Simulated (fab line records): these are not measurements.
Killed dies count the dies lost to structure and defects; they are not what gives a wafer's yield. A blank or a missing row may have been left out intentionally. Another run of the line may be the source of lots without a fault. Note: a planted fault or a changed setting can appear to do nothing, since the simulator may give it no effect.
fab line records + flow sky130 + part 2 of 2: steps 27 to 38 of 38
record
- lots=5
- wafers=15
- lastDay=50
route steps=708 shown VIA3@579 METAL4@598 CAP2M@603
lots with no fault: from the same line, run without faults
startH: hours from the record's opening day to when the first of the lot's shown wafers began + waitH: how many hours have passed since the lot's step before this one + " identical to the entry in the row above + L1.1+2: one row covering several wafers at once + - value missing, or start not given + * or withheld: withheld + < > ~ a bound
route shown NAME@n: a module of which the file shows steps, and the number in the route of the first + usual: mean/standard deviation of fault-free wafers + same: alike in all rows + chamber/n: place in a boat + sites: readings site by site + _std_site: standard deviation across them + _edge_site: outer sites' mean less inner sites' + radiusMm: how far each site lies from the wafer's centre + mask NAME#n: copy n + behind: the most recent tool/chamber to have shaped the wafer + hold: why the lot went on hold/how many hours it stayed there/how the hold came to an end + device: the transistor (n, p or np) that didn't switch + end of line: the same wafers' tests at the end of the route + a step without rows: its recipe alone + killed: dies that structure and defects cost at the first sort, which is not the same as the wafer's yield + map: a wafer's dies, marking killed ones x, the rest . and places with no die _
set.NAME: the setting the step ran with; set.NAME@STEP: the setting that earlier step ran with + model.NAME: the simulator's own value behind a step, which no gauge read
certain route steps with their lots: each step a table, each wafer a row
services: when a tool's chamber went out of use (startH, in hours from the record's first day, below 0 if earlier), for how many hours, and the reason
## steps
# step SKY_CAP2M_SPUTTER_02
# recipe
- material=TiN
- targetThkNm=200
- tempC=300
- powerW=6500
- timeS=166.7
- chamberPressurePa=0.4
# usual
- throttleValvePct=30.4/0.77
| lot.wafer | tool          | chamber | startH  | waitH | throttleValvePct |
|-----------|---------------|---------|---------|-------|------------------|
| L086.1    | pvdSputter-01 | -       | 1021.74 | 0.1   | 30.7             |
| L086.4    | "             | -       | "       | "     | 30.4             |
| L086.5    | "             | -       | "       | "     | 30.5             |
| L088.3    | pvdSputter-04 | -       | 1042.52 | 0.0   | 31.4             |
| L088.5    | "             | -       | "       | "     | 30.2             |
| L088.6    | "             | -       | "       | "     | 31.5             |
| L093.1    | pvdSputter-03 | -       | 1069.91 | 0.1   | 30.1             |
| L093.2    | "             | -       | "       | "     | 30.1             |
| L093.4    | "             | -       | "       | "     | 31.0             |
| L094.3    | pvdSputter-01 | -       | 1070.33 | 0.0   | 31.3             |
| L094.4    | "             | -       | "       | "     | 30.6             |
| L094.6    | "             | -       | "       | "     | 29.1             |
| L097.1    | pvdSputter-01 | -       | 1084.18 | 0.1   | 30.7             |
| L097.4    | "             | -       | "       | "     | 29.0             |
| L097.6    | "             | -       | "       | "     | 31.3             |
# step SKY_CAP2M_RS_MEAS_03
# recipe
- thkMeasGauge=four-point-probe
- reads=TiN_of_CAP2M_SPUTTER_02
# usual
- CAP2M_TIN_RS=6.89/0.099
| lot.wafer | tool         | chamber | startH  | waitH | CAP2M_TIN_RS[ohm/sq] |
|-----------|--------------|---------|---------|-------|----------------------|
| L086.1    | filmMetro-04 | -       | 1021.85 | 0.1   | 6.85                 |
| L086.4    | "            | -       | "       | "     | 6.83                 |
| L086.5    | "            | -       | "       | "     | 6.83                 |
| L088.3    | filmMetro-03 | -       | 1042.67 | 0.1   | 6.93                 |
| L088.5    | "            | -       | "       | "     | 7.00                 |
| L088.6    | "            | -       | "       | "     | 6.92                 |
| L093.1    | filmMetro-04 | -       | 1070.09 | 0.1   | 7.06                 |
| L093.2    | "            | -       | "       | "     | 6.95                 |
| L093.4    | "            | -       | "       | "     | 7.00                 |
| L094.3    | filmMetro-04 | -       | 1070.48 | 0.1   | 6.75                 |
| L094.4    | "            | -       | "       | "     | 7.08                 |
| L094.6    | "            | -       | "       | "     | 6.88                 |
| L097.1    | filmMetro-04 | -       | 1084.29 | 0.1   | 6.97                 |
| L097.4    | "            | -       | "       | "     | 6.79                 |
| L097.6    | "            | -       | "       | "     | 6.72                 |
# step SKY_CAP2M_THK_MEAS_04
# recipe
- thkMeasGauge=xrf
- reads=TiN_of_CAP2M_SPUTTER_02
# usual
- CAP2M_TIN_THK=197/3
| lot.wafer | tool         | chamber | startH  | waitH | CAP2M_TIN_THK[nm] |
|-----------|--------------|---------|---------|-------|-------------------|
| L086.1    | filmMetro-04 | -       | 1021.97 | 0.1   | 201               |
| L086.4    | "            | -       | "       | "     | 200               |
| L086.5    | "            | -       | "       | "     | 201               |
| L088.3    | filmMetro-03 | -       | 1042.77 | 0.1   | 196               |
| L088.5    | "            | -       | "       | "     | 193               |
| L088.6    | "            | -       | "       | "     | 195               |
| L093.1    | filmMetro-04 | -       | 1070.21 | 0.1   | 194               |
| L093.2    | "            | -       | "       | "     | 197               |
| L093.4    | "            | -       | "       | "     | 195               |
| L094.3    | filmMetro-04 | -       | 1070.58 | 0.1   | 202               |
| L094.4    | "            | -       | "       | "     | 194               |
| L094.6    | "            | -       | "       | "     | 199               |
| L097.1    | filmMetro-04 | -       | 1084.41 | 0.1   | 197               |
| L097.4    | "            | -       | "       | "     | 201               |
| L097.6    | "            | -       | "       | "     | 203               |
# step SKY_CAP2M_DEHYDRATE_05
# recipe
- tempC=200
- timeS=60
| lot.wafer  | tool          | chamber | startH  | waitH |
|------------|---------------|---------|---------|-------|
| L086.1+4+5 | lithoTrack-02 | 0       | 1032.46 | 10.5  |
| L088.3+5+6 | lithoTrack-04 | 0       | 1052.84 | 10.1  |
| L093.1+2+4 | lithoTrack-02 | 0       | 1080.71 | 10.5  |
| L094.3+4+6 | lithoTrack-02 | 0       | 1081.36 | 10.8  |
| L097.1+4+6 | lithoTrack-03 | 0       | 1093.69 | 9.3   |
# step SKY_CAP2M_HMDS_06
# recipe
- primeTimeS=60
- primeTempC=120
| lot.wafer  | tool          | chamber | startH  | waitH |
|------------|---------------|---------|---------|-------|
| L086.1+4+5 | lithoTrack-02 | 0       | 1032.61 | 0.1   |
| L088.3+5+6 | lithoTrack-04 | 0       | 1052.99 | 0.1   |
| L093.1+2+4 | lithoTrack-02 | 0       | 1080.86 | 0.1   |
| L094.3+4+6 | lithoTrack-02 | 0       | 1081.51 | 0.1   |
| L097.1+4+6 | lithoTrack-03 | 0       | 1093.84 | 0.1   |
# step SKY_CAP2M_COAT_07
# recipe
- resist=NOVOLAK
- spinRpm=3000
- resistThkNm=1140
| lot.wafer  | tool          | chamber | startH  | waitH |
|------------|---------------|---------|---------|-------|
| L086.1+4+5 | lithoTrack-02 | 0       | 1032.76 | 0.1   |
| L088.3+5+6 | lithoTrack-04 | 0       | 1053.14 | 0.1   |
| L093.1+2+4 | lithoTrack-02 | 0       | 1081.01 | 0.1   |
| L094.3+4+6 | lithoTrack-02 | 0       | 1081.66 | 0.1   |
| L097.1+4+6 | lithoTrack-03 | 0       | 1093.99 | 0.1   |
# step SKY_CAP2M_SOFTBAKE_08
# recipe
- tempC=90
- timeS=60
- resist=NOVOLAK
| lot.wafer  | tool          | chamber | startH  | waitH |
|------------|---------------|---------|---------|-------|
| L086.1+4+5 | lithoTrack-02 | 0       | 1032.91 | 0.1   |
| L088.3+5+6 | lithoTrack-04 | 0       | 1053.29 | 0.1   |
| L093.1+2+4 | lithoTrack-02 | 0       | 1081.16 | 0.1   |
| L094.3+4+6 | lithoTrack-02 | 0       | 1081.81 | 0.1   |
| L097.1+4+6 | lithoTrack-03 | 0       | 1094.14 | 0.1   |
# step SKY_CAP2M_EXPOSE_09
# recipe
- maskId=CAP2M
- na=0.6
- sourceShape=conventional
- sigmaOuter=0.6
- polarization=unpolarized
- targetCdNm=1000
- doseMj=159
# usual
- exposureDoseMJCm2=159.02/0.17
| lot.wafer | tool            | chamber | startH | waitH | mask    | exposureDoseMJCm2 |
|-----------|-----------------|---------|--------|-------|---------|-------------------|
| L086.1    | ilineStepper-02 | 0       | -      | -     | CAP2M#0 | 159.08            |
| L086.4    | "               | 0       | "      | "     | CAP2M#0 | 158.70            |
| L086.5    | "               | 0       | "      | "     | CAP2M#0 | 158.94            |
| L088.3    | ilineStepper-01 | 0       | -      | -     | CAP2M#0 | 159.04            |
| L088.5    | "               | 0       | "      | "     | CAP2M#0 | 159.02            |
| L088.6    | "               | 0       | "      | "     | CAP2M#0 | 158.97            |
| L093.1    | ilineStepper-02 | 0       | -      | -     | CAP2M#0 | 159.11            |
| L093.2    | "               | 0       | "      | "     | CAP2M#0 | 159.21            |
| L093.4    | "               | 0       | "      | "     | CAP2M#0 | 159.16            |
| L094.3    | ilineStepper-02 | 0       | -      | -     | CAP2M#0 | 158.89            |
| L094.4    | "               | 0       | "      | "     | CAP2M#0 | 158.79            |
| L094.6    | "               | 0       | "      | "     | CAP2M#0 | 158.98            |
| L097.1    | ilineStepper-01 | 0       | -      | -     | CAP2M#0 | 158.74            |
| L097.4    | "               | 0       | "      | "     | CAP2M#0 | 158.55            |
| L097.6    | "               | 0       | "      | "     | CAP2M#0 | 158.74            |
# step SKY_CAP2M_PEB_10
# recipe
- tempC=withheld
- timeS=*
- resist=NOVOLAK
| lot.wafer  | tool          | chamber | startH | waitH |
|------------|---------------|---------|--------|-------|
| L086.1+4+5 | lithoTrack-02 | 0       | -      | -     |
| L088.3+5+6 | lithoTrack-03 | 0       | -      | -     |
| L093.1+2+4 | lithoTrack-03 | 0       | -      | -     |
| L094.3+4+6 | lithoTrack-03 | 0       | -      | -     |
| L097.1+4+6 | lithoTrack-04 | 0       | -      | -     |
# step SKY_CAP2M_DEVELOP_11
# recipe
- resist=NOVOLAK
- developer=TMAH
- developTimeS=58.01
- devTempC=23
| lot.wafer  | tool          | chamber | startH  | waitH |
|------------|---------------|---------|---------|-------|
| L086.1+4+5 | lithoTrack-02 | 0       | 1043.56 | 0.1   |
| L088.3+5+6 | lithoTrack-03 | 0       | 1064.69 | 0.1   |
| L093.1+2+4 | lithoTrack-03 | 0       | 1091.24 | 0.1   |
| L094.3+4+6 | lithoTrack-03 | 0       | 1091.94 | 0.1   |
| L097.1+4+6 | lithoTrack-04 | 0       | 1104.54 | 0.1   |
# step SKY_CAP2M_OVL_MEAS_12
# usual
- CAP2M_OVL=0.2/1.4
| lot.wafer | tool       | chamber | startH  | waitH | CAP2M_OVL[nm] |
|-----------|------------|---------|---------|-------|---------------|
| L086.1    | overlay-01 | -       | 1043.71 | 0.1   | -1.0          |
| L086.4    | "          | -       | "       | "     | 0.2           |
| L086.5    | "          | -       | "       | "     | 0.4           |
| L088.3    | overlay-01 | -       | 1064.80 | 0.1   | 1.9           |
| L088.5    | "          | -       | "       | "     | 3.1           |
| L088.6    | "          | -       | "       | "     | 3.0           |
| L093.1    | overlay-01 | -       | 1091.39 | 0.1   | 2.0           |
| L093.2    | "          | -       | "       | "     | 0.4           |
| L093.4    | "          | -       | "       | "     | 1.4           |
| L094.3    | overlay-01 | -       | 1092.05 | 0.1   | 0.4           |
| L094.4    | "          | -       | "       | "     | -1.4          |
| L094.6    | "          | -       | "       | "     | -0.8          |
| L097.1    | overlay-01 | -       | 1104.69 | 0.1   | 0.0           |
| L097.4    | "          | -       | "       | "     | -2.0          |
| L097.6    | "          | -       | "       | "     | 0.0           |
# step SKY_CAP2M_METAL_ETCH_13
# recipe
- targetDepthNm=220
- stopOn=SiO2
- chemistry=Cl2/BCl3
- target=TiN
- pressureMtorr=10
- icpW=900
- biasW=48.5
- Cl2_flow_sccm=60
- bcl3FlowSccm=30
- timeS=62.9
# usual
- chamberPressureMTorr=10.000/0.0097
- drypumpMotorCurrentA=5.7/0.48
- oesProductAu=0.943/0.0092
- throttleValvePct=21.900/0.01
| lot.wafer | tool        | chamber | startH  | waitH | chamberPressureMTorr | drypumpMotorCurrentA | oesProductAu | rfHoursCounterH | throttleValvePct |
|-----------|-------------|---------|---------|-------|----------------------|----------------------|--------------|-----------------|------------------|
| L086.1    | rieMetal-02 | 1       | 1043.75 | 0.0   | 9.991                | 5.2                  | 0.945        | 10              | 21.904           |
| L086.4    | "           | 0       | "       | "     | 10.005               | 5.2                  | 0.949        | -               | 21.908           |
| L086.5    | "           | 0       | "       | "     | 10.007               | 5.1                  | 0.952        | -               | 21.905           |
| L088.3    | rieMetal-03 | 0       | 1064.85 | 0.0   | 9.999                | 6.5                  | 0.939        | -               | 21.898           |
| L088.5    | "           | 1       | "       | "     | 9.992                | 5.8                  | 0.934        | -               | 21.910           |
| L088.6    | "           | 0       | "       | "     | 9.990                | 6.4                  | 0.934        | -               | 21.889           |
| L093.1    | rieMetal-02 | 0       | 1091.43 | 0.0   | 10.002               | 5.2                  | 0.927        | 17              | 21.900           |
| L093.2    | "           | 1       | "       | "     | 10.000               | 5.3                  | 0.939        | 13              | 21.893           |
| L093.4    | "           | 0       | "       | "     | 9.998                | 5.2                  | 0.934        | -               | 21.899           |
| L094.3    | rieMetal-03 | 1       | 1092.10 | 0.0   | 9.996                | 5.8                  | 0.950        | -               | 21.877           |
| L094.4    | "           | 0       | "       | "     | 9.997                | 6.5                  | 0.930        | -               | 21.914           |
| L094.6    | "           | 1       | "       | "     | 10.002               | 5.8                  | 0.949        | -               | 21.900           |
| L097.1    | rieMetal-03 | 0       | 1104.72 | 0.0   | 10.001               | 6.4                  | 0.939        | 18              | 21.909           |
| L097.4    | "           | 0       | "       | "     | 10.006               | 6.5                  | 0.950        | -               | 21.895           |
| L097.6    | "           | 0       | "       | "     | 9.989                | 6.4                  | 0.959        | -               | 21.883           |
## services
| tool            | chamber | startH  | hours | kind   |
|-----------------|---------|---------|-------|--------|
| cvdW-01         | -       | 986.74  | 2.8   | pm     |
| plasmaAsher-04  | -       | 993.41  | 2.8   | pm     |
| krfScanner-01   | -       | 994.46  | 0.8   | pm     |
| pvdSputter-03   | -       | 995.29  | 4.5   | repair |
| krfScanner-02   | -       | 1002.35 | 0.2   | repair |
| plasmaAsher-02  | -       | 1016.55 | 1.7   | repair |
| ilineStepper-02 | -       | 1016.73 | 1.7   | pm     |
| ilineStepper-01 | -       | 1030.94 | 1.7   | pm     |
| pvdSputter-03   | -       | 1034.45 | 5.0   | repair |
| krfScanner-01   | -       | 1040.99 | 0.3   | repair |
| cmp-02          | -       | 1047.39 | 1.2   | repair |
| pecvd-03        | -       | 1048.65 | 0.7   | repair |
| plasmaAsher-01  | -       | 1055.25 | 9.0   | pm     |
| plasmaAsher-01  | -       | 1064.17 | 3.8   | repair |
| rieDiel-01      | 0       | 1064.98 | 8.0   | repair |
| pecvd-01        | 1       | 1072.78 | 3.1   | repair |
| cmp-02          | -       | 1084.06 | 4.0   | pm     |
| krfScanner-02   | -       | 1085.47 | 0.8   | pm     |
| rieMetal-03     | -       | 1085.98 | 0.7   | repair |
| krfScanner-02   | -       | 1096.39 | 1.3   | pm     |
| rieDiel-01      | 1       | 1096.45 | 5.3   | repair |
| cmp-01          | -       | 1102.99 | 0.2   | repair |
| rieMetal-03     | 1       | 1103.46 | 8.5   | repair |
| wetBench-02     | -       | 1104.01 | 33.5  | repair |
